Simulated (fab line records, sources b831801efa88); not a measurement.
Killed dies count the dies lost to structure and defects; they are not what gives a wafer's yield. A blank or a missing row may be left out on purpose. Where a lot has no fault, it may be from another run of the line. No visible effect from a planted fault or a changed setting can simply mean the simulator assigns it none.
Which tool did it?	flow gf180mcu	10 lots, 30 wafers sampled, at 6 steps of a route of 602

## WHAT THE GAUGES READ, wafer by wafer
GF_M3_THK_MEAS_06: measures by xrf. Usual: M3_ALCU_THK typically reads 440 nm, with standard deviation 5.
lot	measured	on	M3_ALCU_THK (nm)	flag
L651	day 20 13:49	film_metro-04	440 437 437	
L652	day 21 03:55	film_metro-01	435 442 433	
L654	day 22 03:41	film_metro-01	440 444 443	
L655	day 22 10:16	film_metro-01	445 447 439	
L659	day 24 04:04	film_metro-03	445 439 437	
L666	day 26 08:19	film_metro-04	438 434 436	
L668	day 26 17:59	film_metro-01	440 439 442	
L671	day 27 10:34	film_metro-04	441 445 443	
L672	day 27 15:37	film_metro-04	437 426 437	
L674	day 28 11:29	film_metro-04	433 433 437	

GF_V3_THK_MEAS_03. Usual: V3_CVD_02_THK typically reads 856 nm, with standard deviation 13.
lot	measured	on	V3_CVD_02_THK (nm)	flag
L651	day 21 14:47	film_metro-02	856 878 850	
L652	day 22 05:20	film_metro-04	849 844 867	
L654	day 23 03:53	film_metro-03	846 873 866	
L655	day 23 10:25	film_metro-04	845 834 863	
L659	day 25 02:55	film_metro-04	828 832 846	
L666	day 27 05:53	film_metro-04	844 858 847	
L668	day 27 15:19	film_metro-03	860 866 876	
L671	day 28 07:32	film_metro-02	846 854 848	
L672	day 28 12:17	film_metro-04	865 848 844	
L674	day 29 07:54	film_metro-04	831 854 834	

GF_V5_RS_MEAS_24: the measuring method here is four-point-probe. Usual: V5_W_RS typically reads 0.323 ohm/sq, with standard deviation 0.0047.
lot	measured	on	V5_W_RS (ohm/sq)	flag
L651	day 27 14:32	film_metro-02	0.326 0.317 0.324	
L652	day 28 01:43	film_metro-04	0.324 0.320 0.327	
L654	day 28 20:22	film_metro-02	0.326 0.318 0.317	
L655	day 29 02:54	film_metro-04	0.323 0.330 0.322	
L659	day 30 11:37	film_metro-03	0.326 0.327 0.325	
L666	day 32 08:19	film_metro-03	0.284 0.327 0.285 0.284 0.327 0.285	OFF
L668	day 32 14:47	film_metro-02	0.280 0.325 0.286 0.281 0.326 0.286	OFF
L671	day 33 05:53	film_metro-02	0.322 0.321 0.322	
L672	day 33 09:22	film_metro-04	0.321 0.321 0.322	
L674	day 34 02:14	film_metro-04	0.317 0.315 0.317	

GF_V5_THK_MEAS_25: measures by xrf. Usual: V5_W_THK typically reads 363 nm, with standard deviation 6.7.
lot	measured	on	V5_W_THK (nm)	flag
L651	day 27 14:38	film_metro-02	364 378 368	
L652	day 28 01:50	film_metro-04	362 370 359	
L654	day 28 20:28	film_metro-02	364 374 376	
L655	day 29 03:01	film_metro-04	361 353 363	
L659	day 30 11:44	film_metro-03	361 359 361	
L666	day 32 12:41	film_metro-03	421 364 418 421 364 420	OFF
L668	day 32 17:27	film_metro-02	422 364 419 424 363 416	OFF
L671	day 33 06:00	film_metro-02	366 365 362	
L672	day 33 09:29	film_metro-04	361 362 360	
L674	day 34 02:20	film_metro-04	366 367 363	

## WHICH TOOL RAN EACH LOT (tool, then ch and the chambers of the sampled wafers, then the start)
lot	GF_V3_ETCH_16	GF_V5_CVD_23
L651	rie_diel-01 ch 1,3, day 22 15:08	cvd_w-01 ch 0,1, day 27 14:24
L652	rie_diel-03 ch 1,2, day 23 05:16	cvd_w-01 ch 0,1, day 28 01:36
L654	rie_diel-03 ch 0,1,3, day 24 03:28	cvd_w-01 ch 0,1, day 28 20:16
L655	rie_diel-01 ch 0,2,3, day 24 09:04	cvd_w-02 ch 0,1, day 29 02:47
L659	rie_diel-01 ch 0,1,3, day 26 00:43	cvd_w-01 ch 0,1, day 30 11:30
L666	rie_diel-03 ch 0,1, day 28 01:43	cvd_w-01 ch 0,1, day 32 08:11
L668	rie_diel-01 ch 2,3, day 28 11:22	cvd_w-01 ch 0,1, day 32 14:40
L671	rie_diel-03 ch 0,1, day 29 03:55	cvd_w-02 ch 1, day 33 05:38
L672	rie_diel-03 ch 0,1,2, day 29 07:43	cvd_w-02 ch 0,1, day 33 09:16
L674	rie_diel-01 ch 0,1, day 30 03:31	cvd_w-02 ch 0,1, day 34 02:06
- GF_V3_ETCH_16: etches BARC in N2/H2.
- GF_V5_CVD_23: deposits W, target thk 350 nm, time 104.9 s.

## WHAT THE TOOLS THEMSELVES READ (means of the sampled wafers that have a number; where no wafer has one, the mark that the record gives instead)
GF_V3_ETCH_16. Usual: drypump_motor_current_A 5.5 A, standard deviation 0.36; n2_flow_sccm 100.03 sccm, standard deviation 0.28; oes_product_au 0.854 a.u., standard deviation 0.0051; throttle_valve_pct 13.225 %, standard deviation 0.0089.
lot	tool	drypump_motor_current_A (A)	n2_flow_sccm (sccm)	oes_product_au (a.u.)	throttle_valve_pct (%)	flag
L651	rie_diel-01	5.9	100.07	0.849	13.221	
L652	rie_diel-03	5.5	99.89	0.852	13.222	
L654	rie_diel-03	5.5	99.86	0.858	13.231	
L655	rie_diel-01	5.8	100.19	0.858	13.228	
L659	rie_diel-01	5.8	100.04	0.859	13.226	
L666	rie_diel-03	5.5	100.14	0.856	13.225	
L668	rie_diel-01	6.1	99.98	0.854	13.222	
L671	rie_diel-03	5.5	99.94	0.855	13.228	
L672	rie_diel-03	5.5	99.95	0.856	13.235	
L674	rie_diel-01	5.3	99.97	0.857	13.233	

GF_V5_CVD_23. Usual: 868 W for heater_power_w, sd 52.
lot	tool	heater_power_w (W)	flag
L651	cvd_w-01	847	
L652	cvd_w-01	846	
L654	cvd_w-01	883	
L655	cvd_w-02	842	
L659	cvd_w-01	870	
L666	cvd_w-01	874	
L668	cvd_w-01	885	
L671	cvd_w-02	928	
L672	cvd_w-02	862	
L674	cvd_w-02	860	

## THE ANSWER, worked out from the rows above alone
Rule: a lot counts as off when the mean over its wafers that have a number is more than 3 standard deviations away from the usual mean. A lot without any number at a reading at which 4 lots or more have one is off too. The other lots that the step has rows for count as sound. First the gauges in route order, then the tools' own readings, where a lot's mean is used as printed above. The first step at which some lot is off is used, and at that step the reading that is off furthest; a lot without a number counts as furthest.
Off: L666, L668, seen at GF_V5_RS_MEAS_24 (V5_W_RS).
A tool fits if, at a process step before that reading, it ran every lot that is off, and no sound lot after the first of them. Gauges at GF_V5_RS_MEAS_24: tried the same way as those tools. One fits: cvd_w-01 at GF_V5_CVD_23. A fault onset in the window from L659 (day 30 11:30, its last sound lot) to L666 (day 32 08:11, its first lot off) fits.

## WHAT HAD BEEN PUT IN BY THE SIMULATOR
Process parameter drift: cvd_w-01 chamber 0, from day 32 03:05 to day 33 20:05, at GF_V5_CVD_23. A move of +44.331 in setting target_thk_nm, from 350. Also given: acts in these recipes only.
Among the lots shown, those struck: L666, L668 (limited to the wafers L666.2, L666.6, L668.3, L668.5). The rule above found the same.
